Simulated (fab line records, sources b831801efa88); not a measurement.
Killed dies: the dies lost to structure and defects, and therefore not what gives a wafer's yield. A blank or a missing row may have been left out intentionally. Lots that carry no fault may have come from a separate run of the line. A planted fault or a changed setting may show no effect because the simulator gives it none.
Chamber matching :: flow sky130 :: SKY_SONOS_ONO_ETCH_15 on rie_diel-04 has 4 sister chambers
The step etches the open film in CHF3/O2, target depth 19.52 nm, time 7.8 s. 7 wafers are shown with their chamber, then 7 later ones without.

== EACH WAFER AND ITS CHAMBER ==
wafer: L835.6
chamber: 1
drypump_motor_current_A (A): 5.3
oes_product_au (a.u.): 0.989

wafer: L841.5
chamber: 0
drypump_motor_current_A (A): 5.7
oes_product_au (a.u.): 1.003

wafer: L842.1
chamber: 3
drypump_motor_current_A (A): 6.2
oes_product_au (a.u.): 1.013

wafer: L842.4
chamber: 3
drypump_motor_current_A (A): 6.3
oes_product_au (a.u.): 1.016

wafer: L842.6
chamber: 0
drypump_motor_current_A (A): 5.7
oes_product_au (a.u.): 1.003

wafer: L843.3
chamber: 2
drypump_motor_current_A (A): 5.7
oes_product_au (a.u.): 1.006

wafer: L843.5
chamber: 2
drypump_motor_current_A (A): 5.8
oes_product_au (a.u.): 1.001

== WAFERS WHOSE CHAMBER IS MISSING ==
wafer: L843.6
drypump_motor_current_A (A): 6.3
oes_product_au (a.u.): 1.014

wafer: L848.2
drypump_motor_current_A (A): 5.7
oes_product_au (a.u.): 1.000

wafer: L848.4
drypump_motor_current_A (A): 6.2
oes_product_au (a.u.): 1.011

wafer: L848.6
drypump_motor_current_A (A): 5.2
oes_product_au (a.u.): 0.993

wafer: L851.1
drypump_motor_current_A (A): 5.7
oes_product_au (a.u.): 1.000

wafer: L851.4
drypump_motor_current_A (A): 5.7
oes_product_au (a.u.): 1.020

wafer: L851.6
drypump_motor_current_A (A): 5.7
oes_product_au (a.u.): 1.011

== WHICH CHAMBER EACH ONE RAN IN ==
wafer: L843.6
from the rows above: 3
in truth: 3

wafer: L848.2
from the rows above: can't be placed: 0 or 2
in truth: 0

wafer: L848.4
from the rows above: 3
in truth: 3

wafer: L848.6
from the rows above: 1
in truth: 1

wafer: L851.1
from the rows above: can't be placed: 0 or 2
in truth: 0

wafer: L851.4
from the rows above: can't be placed: 2 or 0
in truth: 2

wafer: L851.6
from the rows above: can't be placed: 2 or 0
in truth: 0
Correct placement for 3 of the 7. Can't be placed from these rows: 4 (the true chamber is among the candidates in 4). Number placed wrongly: 0.
How it was worked out, from the rows above alone: a wafer's distance from a chamber is the root of the sum, over the readings, of the square of ((its reading less the chamber's mean) divided by the reading's scatter). If the next closest chamber is less than 2 further off than the closest, the wafer can't be placed; otherwise it belongs to the closest. For every chamber, the mean is computed from those of its wafers that are shown. How the scatter is found: for the shown wafers, subtract from each reading the mean of its chamber, square and add these, divide the total by (wafers less chambers), then take the root.
